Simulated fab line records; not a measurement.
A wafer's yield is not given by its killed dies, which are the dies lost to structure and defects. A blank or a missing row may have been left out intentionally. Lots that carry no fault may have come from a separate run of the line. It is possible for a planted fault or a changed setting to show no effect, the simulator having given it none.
fab line records -- flow gf180mcu
record lots=7, wafers=21, lastDay=32
route steps=602 shown NSD@245 PSD@248 SAB@264
lots that met no fault: taken from a fault-free run of the same line
startH: hours from the record's first day to the start of the lot's first wafer shown -- waitH: how many hours have passed since the lot's step before this one -- " repeats the value in the row above -- L1.1+2: a single row standing in for several wafers -- - value missing, or start not given -- * or withheld: withheld -- < > ~ a bound
route shown NAME@n: NAME is a module with steps in the file, n the number in the route of the first one -- usual: the fault-free wafers' mean and standard deviation -- same: alike in all rows -- chamber/n: place in a boat -- sites: readings site by site -- _std_site: standard deviation across them -- _edge_site: the outer-site mean with the inner-site mean subtracted -- radiusMm: for every site, how far away it sits from the centre of the wafer -- mask NAME#n: copy n -- behind: the tool/chamber that last shaped the wafer -- hold: why the lot went on hold/how many hours it stayed there/how the hold came to an end -- device: which transistor (n, p or np) failed to switch -- end of line: at the end of the route, the tests of the same wafers -- a step given without rows: its recipe and nothing more -- killed: count of dies lost to structure and defects at first sort (not the wafer's yield) -- map: a wafer's dies, marking killed ones x, the rest . and places with no die _
set.NAME: the setting as run; set.NAME@STEP: as run at that earlier step -- model.NAME: the simulator's own value behind a step, which no gauge read
a table for each step, a row for each wafer; lots at some steps of the route
services: when a tool's chamber went out of use (startH, in hours from the record's first day, below 0 if earlier), for how many hours, and the reason
## steps
# step GF_NSD_IMPLANT_10
# recipe species=P, energyKev=40, doseCm2=5e+14, tiltDeg=7
# step GF_NSD_STRIP_11
# recipe chemistry=O2/N2, powerW=1400, pressureMtorr=1500, platenTempC=250, o2FlowSccm=3000, n2FlowSccm=300, overashFraction=0.5
# usual drypumpMotorCurrentA=5.8/0.39, heaterPowerW=303/15, oesProductAu=0.487/0.0048, platenTempC=250.02/0.19, stripTimeToEndpointS=22.97/0.033
lot.wafer,tool,chamber,startH,waitH,drypumpMotorCurrentA,heaterPowerW,oesProductAu,platenTempC,rfHoursCounterH,stripTimeToEndpointS
L224.2,plasmaAsher-01,0,311.03,0.1,6.1,312,0.487,250.18,68,23.00
L224.4,plasmaAsher-01,1,311.03,0.1,6.2,280,0.487,250.02,-,23.00
L224.6,plasmaAsher-01,1,311.03,0.1,6.2,272,0.485,249.84,-,22.98
L226.1,plasmaAsher-04,0,332.93,0.1,4.9,326,0.488,249.63,58,22.99
L226.5,plasmaAsher-04,1,332.93,0.1,5.7,299,0.478,249.90,-,23.00
L226.6,plasmaAsher-04,0,332.93,0.1,4.9,326,0.492,249.97,-,22.95
L227.2,plasmaAsher-01,0,339.38,0.1,6.1,312,0.485,250.13,71,23.02
L227.3,plasmaAsher-01,0,339.38,0.1,6.1,309,0.496,249.99,-,22.98
L227.5,plasmaAsher-01,0,339.38,0.1,6.1,313,0.490,249.93,-,23.00
L228.1,plasmaAsher-01,0,346.88,0.1,6.1,326,0.480,250.51,71,22.97
L228.2,plasmaAsher-01,1,346.88,0.1,6.2,282,0.483,249.94,71,23.01
L228.5,plasmaAsher-01,1,346.88,0.1,6.2,274,0.480,249.92,-,23.02
L234.1,plasmaAsher-04,0,395.63,0.1,4.9,328,0.490,249.77,65,22.98
L234.2,plasmaAsher-04,1,395.63,0.1,5.7,297,0.489,250.13,65,22.96
L234.6,plasmaAsher-04,1,395.63,0.1,5.8,293,0.484,250.00,-,22.97
L235.1,plasmaAsher-01,1,400.47,0.1,6.2,271,0.493,249.85,77,22.95
L235.2,plasmaAsher-01,0,400.47,0.1,6.1,314,0.487,250.19,77,22.98
L235.3,plasmaAsher-01,1,400.47,0.1,6.2,287,0.489,249.69,-,22.92
L236.2,plasmaAsher-03,0,414.90,0.1,5.9,298,0.483,249.77,80,22.97
L236.3,plasmaAsher-03,0,414.90,0.1,5.9,298,0.488,250.26,-,22.92
L236.6,plasmaAsher-03,0,414.90,0.1,5.9,300,0.474,250.02,-,22.91
# step GF_NSD_TW_MEAS_12
# usual NSD_TW=4251/51
lot.wafer,tool,chamber,startH,waitH,NSD_TW
L224.2,filmMetro-04,-,311.14,0.1,4151
L224.4,filmMetro-04,-,311.14,0.1,4166
L224.6,filmMetro-04,-,311.14,0.1,4150
L226.1,filmMetro-02,-,333.03,0.1,4312
L226.5,filmMetro-02,-,333.03,0.1,4294
L226.6,filmMetro-02,-,333.03,0.1,4305
L227.2,filmMetro-02,-,339.49,0.1,4293
L227.3,filmMetro-02,-,339.49,0.1,4315
L227.5,filmMetro-02,-,339.49,0.1,4324
L228.1,filmMetro-04,-,346.98,0.1,4222
L228.2,filmMetro-04,-,346.98,0.1,4214
L228.5,filmMetro-04,-,346.98,0.1,4224
L234.1,filmMetro-04,-,395.73,0.1,4214
L234.2,filmMetro-04,-,395.73,0.1,4215
L234.6,filmMetro-04,-,395.73,0.1,4219
L235.1,filmMetro-03,-,400.57,0.1,4275
L235.2,filmMetro-03,-,400.57,0.1,4271
L235.3,filmMetro-03,-,400.57,0.1,4281
L236.2,filmMetro-02,-,415.01,0.1,4307
L236.3,filmMetro-02,-,415.01,0.1,4305
L236.6,filmMetro-02,-,415.01,0.1,4299
# step GF_PSD_DEHYDRATE_00
# recipe tempC=200, timeS=60
# step GF_PSD_HMDS_01
# recipe primeTimeS=60, primeTempC=120
# step GF_PSD_COAT_02
# recipe resist=NOVOLAK, spinRpm=3000, resistThkNm=1000
# step GF_PSD_SOFTBAKE_03
# recipe tempC=90, timeS=60, resist=NOVOLAK
# step GF_PSD_EXPOSE_04
# recipe maskId=Pplus, targetCdNm=400, na=0.6, sourceShape=conventional, sigmaOuter=0.6, doseMj=140
# step GF_PSD_PEB_05
# recipe tempC=withheld, timeS=*, resist=NOVOLAK
# step GF_PSD_DEVELOP_06
# recipe developTimeS=60, devTempC=23
# step GF_PSD_CD_MEAS_07
# recipe targetCdNm=400
# usual cdNm=400.4/2.4
lot.wafer,tool,chamber,startH,waitH,cdNm
L224.2,cdSem-02,-,331.73,0.1,399.7
L224.4,cdSem-02,-,331.73,0.1,400.8
L224.6,cdSem-02,-,331.73,0.1,396.6
L226.1,cdSem-01,-,355.02,0.1,399.7
L226.5,cdSem-01,-,355.02,0.1,398.1
L226.6,cdSem-01,-,355.02,0.1,395.7
L227.2,cdSem-02,-,361.56,0.1,397.7
L227.3,cdSem-02,-,361.56,0.1,396.8
L227.5,cdSem-02,-,361.56,0.1,394.5
L228.1,cdSem-01,-,368.69,0.1,400.1
L228.2,cdSem-01,-,368.69,0.1,399.7
L228.5,cdSem-01,-,368.69,0.1,400.3
L234.1,cdSem-01,-,419.25,0.1,402.3
L234.2,cdSem-01,-,419.25,0.1,401.2
L234.6,cdSem-01,-,419.25,0.1,401.8
L235.1,cdSem-01,-,423.84,0.2,399.8
L235.2,cdSem-01,-,423.84,0.2,399.6
L235.3,cdSem-01,-,423.84,0.2,401.1
L236.2,cdSem-02,-,438.94,0.1,402.8
L236.3,cdSem-02,-,438.94,0.1,403.1
L236.6,cdSem-02,-,438.94,0.1,402.2
# step GF_PSD_OVL_MEAS_08
# usual PSD_OVL=0.9/1.5
lot.wafer,tool,chamber,startH,waitH,PSD_OVL[nm]
L224.2,overlay-02,-,331.83,0.1,0.2
L224.4,overlay-02,-,331.83,0.1,1.0
L224.6,overlay-02,-,331.83,0.1,-0.1
L226.1,overlay-01,-,355.14,0.1,2.0
L226.5,overlay-01,-,355.14,0.1,2.5
L226.6,overlay-01,-,355.14,0.1,1.7
L227.2,overlay-02,-,361.67,0.1,1.4
L227.3,overlay-02,-,361.67,0.1,1.8
L227.5,overlay-02,-,361.67,0.1,0.2
L228.1,overlay-02,-,368.81,0.1,-1.0
L228.2,overlay-02,-,368.81,0.1,0.3
L228.5,overlay-02,-,368.81,0.1,0.0
L234.1,overlay-01,-,419.37,0.1,1.5
L234.2,overlay-01,-,419.37,0.1,1.5
L234.6,overlay-01,-,419.37,0.1,1.8
L235.1,overlay-02,-,423.96,0.1,2.8
L235.2,overlay-02,-,423.96,0.1,0.3
L235.3,overlay-02,-,423.96,0.1,0.5
L236.2,overlay-02,-,439.04,0.1,1.9
L236.3,overlay-02,-,439.04,0.1,-0.8
L236.6,overlay-02,-,439.04,0.1,1.5
# step GF_PSD_IMPLANT_09
# recipe species=BF2, energyKev=40, doseCm2=1.5e+15, tiltDeg=7
# usual doseIonsCm2=1.5001e+15/1.5e+12, implantIonAmu=49/0
lot.wafer,tool,chamber,startH,waitH,doseIonsCm2,implantIonAmu,model.implant.drpNm,model.implant.rpNm
L224.2,implanter-01,0,331.89,0.0,1.4985e+15,49,15.87,29.88
L224.4,implanter-01,0,331.89,0.0,1.5018e+15,49,15.87,29.88
L224.6,implanter-01,0,331.89,0.0,1.5007e+15,49,15.87,29.88
L226.1,implanter-01,0,355.17,0.0,1.5008e+15,49,15.87,31.23
L226.5,implanter-01,0,355.17,0.0,1.4978e+15,49,15.87,31.23
L226.6,implanter-01,0,355.17,0.0,1.4992e+15,49,15.87,31.23
L227.2,implanter-02,0,361.72,0.0,1.5e+15,49,15.87,30.34
L227.3,implanter-02,0,361.72,0.0,1.5002e+15,49,15.87,30.34
L227.5,implanter-02,0,361.72,0.0,1.5001e+15,49,15.87,30.34
L228.1,implanter-04,0,368.85,0.0,1.5e+15,49,15.87,30.98
L228.2,implanter-04,0,368.85,0.0,1.5008e+15,49,15.87,30.98
L228.5,implanter-04,0,368.85,0.0,1.5044e+15,49,15.87,30.98
L234.1,implanter-02,0,419.41,0.0,1.4979e+15,75,11.92,26.49
L234.2,implanter-02,0,419.41,0.0,1.5e+15,75,11.92,26.49
L234.6,implanter-02,0,419.41,0.0,1.4981e+15,75,11.92,26.49
L235.1,implanter-04,0,423.99,0.0,1.5016e+15,75,11.92,27.58
L235.2,implanter-04,0,423.99,0.0,1.4997e+15,75,11.92,27.58
L235.3,implanter-04,0,423.99,0.0,1.499e+15,75,11.92,27.58
L236.2,implanter-04,0,439.10,0.0,1.4998e+15,75,11.92,27.62
L236.3,implanter-04,0,439.10,0.0,1.5001e+15,75,11.92,27.62
L236.6,implanter-04,0,439.10,0.0,1.5e+15,75,11.92,27.62
# step GF_PSD_STRIP_10
# recipe chemistry=O2/N2, powerW=1400, pressureMtorr=1500, platenTempC=250, o2FlowSccm=3000, n2FlowSccm=300, overashFraction=0.5
# usual drypumpMotorCurrentA=5.98/0.28, heaterPowerW=298/14, oesProductAu=0.592/0.0046, platenTempC=250.03/0.2, stripTimeToEndpointS=16.52/0.034
lot.wafer,tool,chamber,startH,waitH,drypumpMotorCurrentA,heaterPowerW,oesProductAu,platenTempC,rfHoursCounterH,stripTimeToEndpointS
L224.2,plasmaAsher-03,0,332.01,0.1,5.91,303,0.591,249.95,71,16.48
L224.4,plasmaAsher-03,0,332.01,0.1,5.95,300,0.592,249.84,-,16.49
L224.6,plasmaAsher-03,1,332.01,0.1,5.50,311,0.596,249.95,-,16.53
L226.1,plasmaAsher-01,1,355.32,0.1,6.19,284,0.584,250.07,72,16.52
L226.5,plasmaAsher-01,0,355.32,0.1,6.11,308,0.595,249.75,-,16.53
L226.6,plasmaAsher-01,1,355.32,0.1,6.22,288,0.592,249.99,-,16.57
L227.2,plasmaAsher-01,1,361.85,0.1,6.16,275,0.588,249.98,73,16.56
L227.3,plasmaAsher-01,0,361.85,0.1,6.07,310,0.599,250.15,-,16.55
L227.5,plasmaAsher-01,0,361.85,0.1,6.10,313,0.597,249.95,-,16.63
L228.1,plasmaAsher-02,0,369.00,0.1,5.36,287,0.591,249.78,23,16.50
L228.2,plasmaAsher-02,1,369.00,0.1,6.07,290,0.597,249.90,23,16.53
L228.5,plasmaAsher-02,0,369.00,0.1,5.31,278,0.590,249.80,-,16.51
L234.1,plasmaAsher-01,0,419.56,0.1,6.08,299,0.591,249.99,79,16.57
L234.2,plasmaAsher-01,1,419.56,0.1,6.21,282,0.591,250.35,79,16.59
L234.6,plasmaAsher-01,1,419.56,0.1,6.20,279,0.584,250.27,-,16.58
L235.1,plasmaAsher-03,1,424.14,0.1,5.49,323,0.591,250.05,81,16.67
L235.2,plasmaAsher-03,0,424.14,0.1,5.93,293,0.590,250.08,81,16.61
L235.3,plasmaAsher-03,0,424.14,0.1,5.91,297,0.586,250.48,-,16.62
L236.2,plasmaAsher-01,1,439.22,0.1,6.19,290,0.590,250.26,1,16.55
L236.3,plasmaAsher-01,1,439.22,0.1,6.18,311,0.590,249.82,-,16.54
L236.6,plasmaAsher-01,0,439.22,0.1,6.09,303,0.581,249.61,-,16.52
# step GF_PSD_TW_MEAS_11
# usual PSD_TW=3191/31
lot.wafer,tool,chamber,startH,waitH,PSD_TW
L224.2,filmMetro-04,-,332.12,0.1,3121
L224.4,filmMetro-04,-,332.12,0.1,3116
L224.6,filmMetro-04,-,332.12,0.1,3120
L226.1,filmMetro-04,-,355.42,0.1,3184
L226.5,filmMetro-04,-,355.42,0.1,3183
L226.6,filmMetro-04,-,355.42,0.1,3157
L227.2,filmMetro-03,-,361.96,0.1,3213
L227.3,filmMetro-03,-,361.96,0.1,3205
L227.5,filmMetro-03,-,361.96,0.1,3208
L228.1,filmMetro-02,-,369.10,0.1,3216
L228.2,filmMetro-02,-,369.10,0.1,3224
L228.5,filmMetro-02,-,369.10,0.1,3218
L234.1,filmMetro-04,-,419.66,0.1,3656
L234.2,filmMetro-04,-,419.66,0.1,3671
L234.6,filmMetro-04,-,419.66,0.1,3660
L235.1,filmMetro-03,-,424.24,0.1,3734
L235.2,filmMetro-03,-,424.24,0.1,3700
L235.3,filmMetro-03,-,424.24,0.1,3711
L236.2,filmMetro-04,-,439.33,0.1,3675
L236.3,filmMetro-04,-,439.33,0.1,3680
L236.6,filmMetro-04,-,439.33,0.1,3686
# step GF_PSD_CLEAN_12
# recipe chemistry=SC1/SC2, mix=1:4:20, tempC=70, timeS=150, dry=n2Spin
# step GF_PSD_RTA_13
# recipe tempC=1025, timeS=20, ambient=N2
# usual lampPowerPct=30.5/1.5, wafer_temp_C_max=1028.8/0.91
lot.wafer,tool,chamber,startH,waitH,lampPowerPct,wafer_temp_C_max
L224.2,rtpAnneal-01,0,332.24,0.0,29.0,1027.2
L224.4,rtpAnneal-01,0,332.24,0.0,29.0,1028.8
L224.6,rtpAnneal-01,0,332.24,0.0,29.0,1029.4
L226.1,rtpAnneal-01,0,355.53,0.0,29.0,1027.8
L226.5,rtpAnneal-01,0,355.53,0.0,29.0,1028.3
L226.6,rtpAnneal-01,0,355.53,0.0,29.0,1027.6
L227.2,rtpAnneal-01,0,362.09,0.0,29.0,1028.1
L227.3,rtpAnneal-01,0,362.09,0.0,29.0,1027.9
L227.5,rtpAnneal-01,0,362.09,0.0,29.0,1028.0
L228.1,rtpAnneal-01,0,369.21,0.0,29.0,1028.3
L228.2,rtpAnneal-01,0,369.21,0.0,29.0,1029.2
L228.5,rtpAnneal-01,0,369.21,0.0,29.0,1028.8
L234.1,rtpAnneal-02,0,419.77,0.0,32.0,1030.8
L234.2,rtpAnneal-02,0,419.77,0.0,32.1,1030.2
L234.6,rtpAnneal-02,0,419.77,0.0,32.1,1028.8
L235.1,rtpAnneal-02,0,424.35,0.0,32.1,1027.8
L235.2,rtpAnneal-02,0,424.35,0.0,32.1,1029.0
L235.3,rtpAnneal-02,0,424.35,0.0,32.1,1030.4
L236.2,rtpAnneal-02,0,439.45,0.0,32.1,1029.2
L236.3,rtpAnneal-02,0,439.45,0.0,32.0,1029.5
L236.6,rtpAnneal-02,0,439.45,0.0,32.1,1028.2
# step GF_PSD_RS_MEAS_14
# recipe thkMeasGauge=four-point-probe
# usual NSD_RS=46.17/0.081
lot.wafer,tool,chamber,startH,waitH,NSD_RS[ohm/sq]
L224.2,filmMetro-04,-,332.33,0.1,46.01
L224.4,filmMetro-04,-,332.33,0.1,46.10
L224.6,filmMetro-04,-,332.33,0.1,46.11
L226.1,filmMetro-02,-,355.70,0.1,46.28
L226.5,filmMetro-02,-,355.70,0.1,46.26
L226.6,filmMetro-02,-,355.70,0.1,46.22
L227.2,filmMetro-02,-,362.25,0.1,45.96
L227.3,filmMetro-02,-,362.25,0.1,46.11
L227.5,filmMetro-02,-,362.25,0.1,46.03
L228.1,filmMetro-03,-,369.38,0.1,46.18
L228.2,filmMetro-03,-,369.38,0.1,46.20
L228.5,filmMetro-03,-,369.38,0.1,46.27
L234.1,filmMetro-03,-,419.86,0.1,46.11
L234.2,filmMetro-03,-,419.86,0.1,46.16
L234.6,filmMetro-03,-,419.86,0.1,46.23
L235.1,filmMetro-03,-,424.44,0.1,46.25
L235.2,filmMetro-03,-,424.44,0.1,46.21
L235.3,filmMetro-03,-,424.44,0.1,46.21
L236.2,filmMetro-04,-,439.54,0.1,46.16
L236.3,filmMetro-04,-,439.54,0.1,46.24
L236.6,filmMetro-04,-,439.54,0.1,46.25
# step GF_PSD_RS_MEAS_15
# recipe thkMeasGauge=four-point-probe
# usual PSD_RS=108.66/0.26
lot.wafer,tool,chamber,startH,waitH,PSD_RS[ohm/sq]
L224.2,filmMetro-04,-,332.45,0.1,108.46
L224.4,filmMetro-04,-,332.45,0.1,108.75
L224.6,filmMetro-04,-,332.45,0.1,108.53
L226.1,filmMetro-02,-,355.82,0.1,109.05
L226.5,filmMetro-02,-,355.82,0.1,108.71
L226.6,filmMetro-02,-,355.82,0.1,108.77
L227.2,filmMetro-02,-,362.37,0.1,108.06
L227.3,filmMetro-02,-,362.37,0.1,108.65
L227.5,filmMetro-02,-,362.37,0.1,108.00
L228.1,filmMetro-03,-,369.50,0.1,108.97
L228.2,filmMetro-03,-,369.50,0.1,108.99
L228.5,filmMetro-03,-,369.50,0.1,109.22
L234.1,filmMetro-03,-,419.98,0.1,52.29
L234.2,filmMetro-03,-,419.98,0.1,52.29
L234.6,filmMetro-03,-,419.98,0.1,52.35
L235.1,filmMetro-03,-,424.56,0.1,52.21
L235.2,filmMetro-03,-,424.56,0.1,52.28
L235.3,filmMetro-03,-,424.56,0.1,52.40
L236.2,filmMetro-04,-,439.66,0.1,52.33
L236.3,filmMetro-04,-,439.66,0.1,52.24
L236.6,filmMetro-04,-,439.66,0.1,52.30
# step GF_SAB_CVD_00
# recipe material=SiO2, targetThkNm=50, precursor=TEOS, tempC=400, timeS=4.9302, rfW=600
# usual heaterPowerOuterW=433/73, heaterPowerW=768/100, susceptorTempC=399.98/0.22
lot.wafer,tool,chamber,startH,waitH,heaterPowerOuterW,heaterPowerW,susceptorTempC
L224.2,pecvd-01,2,332.55,0.1,335,647,400.12
L224.4,pecvd-01,1,332.55,0.1,426,725,400.14
L224.6,pecvd-01,2,332.55,0.1,330,647,400.07
L226.1,pecvd-04,1,355.94,0.1,409,693,399.92
L226.5,pecvd-04,2,355.94,0.1,457,803,399.96
L226.6,pecvd-04,1,355.94,0.1,407,712,399.63
L227.2,pecvd-04,0,362.47,0.1,346,669,400.14
L227.3,pecvd-04,1,362.47,0.1,424,712,399.81
L227.5,pecvd-04,2,362.47,0.1,393,673,399.94
L228.1,pecvd-04,1,369.62,0.1,478,785,400.04
L228.2,pecvd-04,2,369.62,0.1,459,779,400.33
L228.5,pecvd-04,0,369.62,0.1,360,656,399.95
L234.1,pecvd-01,2,420.10,0.1,360,688,400.11
L234.2,pecvd-01,1,420.10,0.1,458,743,400.08
L234.6,pecvd-01,0,420.10,0.1,310,591,400.12
L235.1,pecvd-02,2,424.68,0.1,402,745,399.74
L235.2,pecvd-02,0,424.68,0.1,470,858,400.23
L235.3,pecvd-02,1,424.68,0.1,495,868,400.25
L236.2,pecvd-02,0,439.76,0.1,513,922,400.22
L236.3,pecvd-02,2,439.76,0.1,452,831,399.87
L236.6,pecvd-02,0,439.76,0.1,519,923,399.66
## services
tool,chamber,startH,hours,kind
pecvd-02,-,288.50,0.9,repair
pecvd-02,1,295.47,17.1,repair
pecvd-02,-,298.28,4.3,repair
plasmaAsher-02,-,302.00,1.4,repair
pecvd-04,0,310.40,3.5,repair
pecvd-04,2,311.16,7.6,repair
implanter-04,-,320.66,3.1,repair
rtpAnneal-01,-,324.61,3.8,pm
pecvd-02,-,338.92,28.1,pm
implanter-04,-,354.71,5.4,pm
pecvd-01,-,368.88,14.0,pm
pecvd-01,0,368.88,14.0,ventCycle
pecvd-01,1,368.88,14.0,ventCycle
pecvd-01,2,368.88,14.0,ventCycle
pecvd-01,0,382.88,-,clean
pecvd-01,1,382.88,-,clean
pecvd-01,2,382.88,-,clean
pecvd-01,0,413.72,1.8,repair
plasmaAsher-01,-,421.25,9.0,pm
plasmaAsher-01,0,421.25,9.0,ventCycle
plasmaAsher-01,1,421.25,9.0,ventCycle
plasmaAsher-01,0,430.25,-,clean
plasmaAsher-01,1,430.25,-,clean
## key
firstSign step=GF_PSD_IMPLANT_09, reading=implantIonAmu, direction=up, sigmas=99+, usual=49, struck=75
effect step=GF_PSD_TW_MEAS_11, reading=PSD_TW, direction=up, sigmas=16, usual=3191, struck=3686
effect step=GF_PSD_RS_MEAS_15, reading=PSD_RS, direction=down, sigmas=99+, usual=108.66, struck=52.30
modelEffect step=GF_PSD_IMPLANT_09, value=implant.drpNm, without=15.87, struck=11.92
metAt GF_PSD_IMPLANT_09
struckWafers L234.1,L234.2,L234.6,L235.1,L235.2,L235.3,L236.2,L236.3,L236.6
sortLeftOut L234.1,L234.2,L234.6,L235.1,L235.2,L235.3,L236.2,L236.3,L236.6
testerLeftOut L234,L235,L236
onsetBetween 368.85 419.41
fault kind=wrongRecipeDownload, tool=implanter-01,implanter-02,implanter-04, chamber=-, onsetH=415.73, steps=GF_PSD_IMPLANT_09, wrongRecipe.notListed=1
# testerLeftOut: of these lots the tester's yield and bins aren't shown, on N5 and GAA mostly nor the transistor test; their killed dies are dies lost to structure and defects alone, not to doping, threshold or leakage, so they don't give the yield
# sortLeftOut: the simulated sort isn't trusted on such a fault, so these wafers' sort isn't shown, and their yield isn't known
